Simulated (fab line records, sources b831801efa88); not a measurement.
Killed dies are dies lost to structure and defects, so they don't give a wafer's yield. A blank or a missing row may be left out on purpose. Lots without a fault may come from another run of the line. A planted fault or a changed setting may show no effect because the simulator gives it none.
A struck lot beside a sound one | flow sky130 | 15 steps out of a route of 708
Sound: wafers L838.2, L838.4, L838.6. Struck: wafers L856.1, L856.2, L856.6. The cause comes at the end.
At each step with rows: each side's tool, then ch and its chambers, then its first start. Under that, the readings that differ: sound wafers | struck wafers | difference of the means | sigmas: that difference in standard deviations of wafers without a fault.
alike: readings whose means differ by less than 2 such deviations, and words and numbers that are the same on both sides. not compared: withheld readings, readings that some wafer has no value for, bounds like >300 that may hide the same value, and numbers for which the record gives no deviation and whose values overlap.
The two part at a step that has a row with sigmas, a row that says differs or no value, or rows on one side only. Numbers that don't overlap but have no deviation are shown without sigmas and don't part them. A reading that every wafer of one side lacks parts them only if that side has two wafers or more.

first, 6 steps without rows for these wafers: SKY_GATE_OXIDE_HMDS_04 (prime time 60 s); SKY_GATE_OXIDE_COAT_05 (resist thk 1140 nm); SKY_GATE_OXIDE_SOFTBAKE_06 (time 60 s); SKY_GATE_OXIDE_EXPOSE_07 (exposes mask LVOM, target cd 600 nm); SKY_GATE_OXIDE_PEB_08; SKY_GATE_OXIDE_DEVELOP_09 (develop time 60 s).
SKY_GATE_OXIDE_OVL_MEAS_10:
  sound on overlay-02, day 13 23:27; struck on overlay-02, day 20 04:41
  alike: GATE_OXIDE_OVL
then, 2 steps without rows for these wafers: SKY_GATE_OXIDE_IMPLANT_11; SKY_GATE_OXIDE_WET_ETCH_12 (etches SiO2 in dHF, target depth 16.8 nm, time 336 s).
SKY_GATE_OXIDE_STRIP_13: strips in O2/N2.
  sound on plasma_asher-01 ch 0, day 13 23:44; struck on plasma_asher-03 ch 0,1, day 20 04:58
  alike: drypump_motor_current_A, oes_product_au, strip_time_to_endpoint_s
  not compared: rf_hours_counter_h
SKY_GATE_OXIDE_TW_MEAS_14:
  sound on film_metro-01, day 13 23:51; struck on film_metro-04, day 20 05:04
  alike: GATE_OXIDE_TW
then, 1 step without rows for these wafers: SKY_GATE_OXIDE_CLEAN_15 (cleans in SC1/SC2, time 150 s).
SKY_GATE_OXIDE_OXIDATION_16: stabilise 600 s, purge 300 s, target thk 3.57 nm.
  sound on furnace-01 ch 0, day 14 00:49; struck on furnace-02 ch 0, day 20 05:32
  reading                                           | sound             | struck               | difference | sigmas
  spike_tc_bottom_C (C)                             | 818.2 817.9 817.4 | 803.8 804.1 803.2    | -14.1      | -10
  spike_tc_centre_C (C)                             | 801.6 800.4 802.2 | 783.8 783.1 784.4    | -17.6      | -16
  spike_tc_lower_C (C)                              | 801.4 802.5 800.0 | 783.0 785.1 782.3    | -17.8      | -19
  spike_tc_top_C (C)                                | 815.1 817.9 816.5 | 798.1 798.1 797.8    | -18.5      | -10
  spike_tc_upper_C (C)                              | 803.0 802.2 802.1 | 783.5 786.2 784.0    | -17.9      | -16
  tube_center_temp_C (C)                            | 799.95 800 800.03 | 783.45 783.23 783.41 | -16.63     | -99 or more
  tube_center_temp_C_max                            | 802.3 801.6 802.0 | 785.3 785.7 785.6    | -16.4      | -51
  zone_power_upper_pct (%)                          | 15.62 15.72 15.43 | 14.63 14.63 14.46    | -1.02      | -4
  model.SiO2_of_GATE_OXIDE_OXIDATION_01.thk_nm (nm) | 11.46 11.81 11.62 | 11.34 11.32 11.34    | -0.30      |
then, 1 step without rows for these wafers: SKY_POLY_GATE_CVD_00 (deposits poly-Si, target thk 180 nm, time 720 s).
-- the record jumps here: 30 days lie between the struck wafers' starts before and after (it left off in module POLY_GATE and takes up again in module PAD_OPEN, whose first step shown is number 708 of the route) --
SKY_PAD_OPEN_PROBE_99:
  sound on prober-02, day 45 22:34; struck on prober-02, day 50 00:52
  reading                                   | sound             | struck            | difference | sigmas
  killed_at_front_end                       | 12 23 24          | 10 10 9           | -10        | -2
  model.etest.tip_sonos.rs_ohm_sq           | 2623 2664 2656    | 2553 2538 2524    | -109       |
  model.etest.nfet_01v8_lvt.drive_ua_um     | 573.2 583.8 573.7 | 601.5 603.9 587.1 | +20.6      |
  model.etest.nfet_01v8_swapped.drive_ua_um | 509 510.9 499.6   | 533.3 535 519.1   | +22.6      |
  model.etest.nfet_01v8.r_on_ohm_um         | 829.4 817.1 838.9 | 799.3 803.1 807.3 | -25.2      |
  model.etest.nfet_01v8_turned.drive_ua_um  | 508.5 516.4 498.5 | 527.7 532.2 522.1 | +19.5      |
  model.etest.nfet_01v8.drive_ua_um         | 503.3 509.7 499.8 | 527.8 531.2 520.5 | +22.2      |
  model.etest.sram_nfet_pass.drive_ua_um    | 492.4 494.9 482.2 | 506.8 506 517.1   | +20.1      |
  model.etest.nfet_g5v0d10v5.r_on_ohm_um    | 1871 1898 1863    | 1851 1859 1843    | -26        |
  alike: killed_at_M0_to_M3, killed_at_M4_up, killed_at_contacts, killed_at_other, killed_dies, killed_open, killed_short

WHERE THEY PART
First at SKY_GATE_OXIDE_OXIDATION_16; last, within this record, at SKY_PAD_OPEN_PROBE_99.

WHY: what the simulator had put in
Process parameter drift: furnace-02, from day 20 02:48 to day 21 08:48, at SKY_GATE_OXIDE_OXIDATION_16. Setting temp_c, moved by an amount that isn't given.
